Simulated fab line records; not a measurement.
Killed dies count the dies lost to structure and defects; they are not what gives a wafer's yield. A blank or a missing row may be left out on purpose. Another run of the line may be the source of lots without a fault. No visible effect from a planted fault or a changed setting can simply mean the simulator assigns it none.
A lot that was struck, set against a sound lot / flow sky130 / 37 steps out of a route of 708
Sound: the wafers L762.2, L762.3, L762.6. Struck: wafer L770.1 (left out: L770.3, L770.6 of the same lot, which were not struck); the cause appears at the end.
Order at every step that has rows: each side's tool, ch and its chambers, its first start. Under that, the readings that differ: sound wafers / struck wafers / difference of the means / sigmas: that difference in standard deviations of wafers without a fault.
alike: words and numbers the same on both sides, and readings whose means are apart by under 2 such deviations; not compared: readings that were withheld, readings missing a value for some wafer, numbers with overlapping values and no deviation given by the record, and bounds like >300 which may hide the same value.
A row with sigmas, a row that says differs or no value, or rows on one side alone: a step with any of these is where the two part. When numbers do not overlap yet have no deviation, they are printed without sigmas and do not part them. A reading missing from all wafers of one side parts the sides only when that side holds two or more wafers.

first, 9 steps without rows for these wafers: SKY_VIA3_SPUTTER_20 (material TiN, target thk 20 nm, time 80 s); SKY_VIA3_CVD_21 (deposits W, target thk 390 nm, time 117.31 s); SKY_VIA3_CMP_24 (polishes, stops on SiO2, t overpolish 20 s, target thk 0 nm); SKY_METAL4_SPUTTER_00 (material Ti, target thk 15 nm, time 10 s); SKY_METAL4_SPUTTER_01 (material TiN, target thk 20 nm, time 16.7 s); SKY_METAL4_SPUTTER_02 (material AlCu, target thk 735 nm, time 39.1 s); SKY_METAL4_SPUTTER_03 (material Ti, target thk 5 nm, time 3.3 s); SKY_METAL4_SPUTTER_04 (material TiN, target thk 70 nm, time 58.3 s); SKY_CAP2M_CVD_00 (deposits SiO2, target thk 15.5 nm).
SKY_CAP2M_SPUTTER_02: material TiN, target thk 200 nm, time 166.7 s.
  sound on pvd-sputter-03 at day 40 13:53; struck on pvd-sputter-03 at day 43 00:50
reading=model.TiN_of_CAP2M_SPUTTER_02.thk-nm (nm); sound=198.5 197.6 198.1; struck=108.1; difference=-90.0; sigmas=
  alike: throttle-valve-pct
SKY_CAP2M_RS_MEAS_03: uses a four-point probe to measure.
  sound on film-metro-04 at day 40 14:01; struck on film-metro-01 at day 43 01:14
reading=CAP2M_TIN_RS (ohm/sq); sound=6.95 6.98 6.98; struck=13.05; difference=+6.08; sigmas=+76
  not compared: hold
SKY_CAP2M_THK_MEAS_04: measures by xrf.
  sound on film-metro-04 at day 40 14:08; struck on film-metro-01 at day 43 04:58
reading=CAP2M_TIN_THK (nm); sound=196.8 196.0 196.9; struck=108.5; difference=-88.1; sigmas=-35
  not compared: hold
then, 6 steps without rows for these wafers: SKY_CAP2M_HMDS_06 (prime time 60 s); SKY_CAP2M_COAT_07 (resist thk 1140 nm); SKY_CAP2M_SOFTBAKE_08 (time 60 s); SKY_CAP2M_EXPOSE_09 (exposes mask CAP2M, target cd 1000 nm); SKY_CAP2M_PEB_10; SKY_CAP2M_DEVELOP_11 (develop time 60 s).
SKY_CAP2M_METAL_ETCH_13: etches TiN in Cl2/BCl3, stops on SiO2, target depth 220 nm, time 62.9 s.
  sound on rie-metal-03 ch 0,1, day 41 13:23; struck on rie-metal-01 ch 1, day 43 23:02
reading=drypump-motor-current-A (A); sound=5.8 6.3 5.8; struck=5.0; difference=-1.0; sigmas=-2
reading=oes-product-au (a.u.); sound=0.937 0.931 0.936; struck=0.681; difference=-0.254; sigmas=-32
reading=throttle-valve-pct (%); sound=21.906 21.903 21.912; struck=22.063; difference=+0.156; sigmas=+16
  alike: bcl3-flow-sccm
  not compared: rf-hours-counter-h
then, 16 steps without rows for these wafers: SKY_CAP2M_STRIP_14 (strips in O2/N2); SKY_CAP2M_STRIP_15 (strips in post etch residue remover, time 1200 s); SKY_CAP2M_CLEAN_16 (cleans in IPA, time 180 s); SKY_CAP2M_CLEAN_17 (cleans in O3/DIW); SKY_METAL4_DEHYDRATE_05 (time 60 s); SKY_METAL4_HMDS_06 (prime time 60 s); SKY_METAL4_COAT_07 (resist thk 60 nm); SKY_METAL4_COAT_08 (resist thk 1158 nm); SKY_METAL4_SOFTBAKE_09 (time 90 s); SKY_METAL4_EXPOSE_10 (exposes mask MM4, target cd 300 nm); SKY_METAL4_PEB_11; SKY_METAL4_DEVELOP_12 (develop time 60 s); SKY_METAL4_DESCUM_15 (chemistry O2, time 8 s); SKY_METAL4_ETCH_16 (etches BARC in N2/H2, stops on SiO2, time 88.2 s, target depth 60 nm); SKY_METAL4_ETCH_17 (etches SiO2 in C4F8/O2/Ar, stops on TiN, time 3.9 s, target depth 15 nm); SKY_METAL4_METAL_ETCH_18 (etches the open film in Cl2/BCl3, stops on SiO2, target depth 845 nm, time 183.1 s).
SKY_METAL4_STRIP_20: strips in post etch residue remover, time 1200 s.
  sound on wet-bench-02 ch 3, day 42 13:46; struck on wet-bench-02 ch 1, day 44 22:22
reading=model.TiN_of_CAP2M_SPUTTER_02.thk-nm (nm); sound=197.7 196.8 197.3; struck=107.2; difference=-90.1; sigmas=
-- the record jumps here: 4 days lie between the struck wafers' starts before and after (it left off in module METAL4 and takes up again in module PAD_OPEN, whose first step shown is number 708 of the route) --
SKY_PAD_OPEN_PROBE_99:
  sound on prober-02 at day 46 10:55; struck on prober-02 at day 48 13:07
reading=killed-at-other; sound=0 0 0; struck=4; difference=+4; sigmas=+5
reading=model.etest.cap-mim2.plate-ohm-sq; sound=6.007 6.151 6.018; struck=11.14; difference=+5.08; sigmas=
reading=model.etest.cap-mim2.bv-v (V); sound=14.36 14.09 14.52; struck=11.54; difference=-2.78; sigmas=
reading=model.etest.cap-mim2.leak-log10-a-cm2; sound=-8.957 -9.039 -9.14; struck=-7.909; difference=+1.136; sigmas=
  alike: defect-limited-yield, killed_at_M0_to_M3, killed_at_M4_up, killed-at-contacts, killed-at-front-end, killed-dies, killed-open, killed-short, sort_bin_3_pad_short, sort_bin_5_function, sort_bin_6_memory, sort-n-pass, sort-yield-pct

== WHERE THEY PART ==
Last at SKY_PAD_OPEN_PROBE_99 as far as this record goes, first at SKY_CAP2M_RS_MEAS_03.

WHY: what had been put in by the simulator
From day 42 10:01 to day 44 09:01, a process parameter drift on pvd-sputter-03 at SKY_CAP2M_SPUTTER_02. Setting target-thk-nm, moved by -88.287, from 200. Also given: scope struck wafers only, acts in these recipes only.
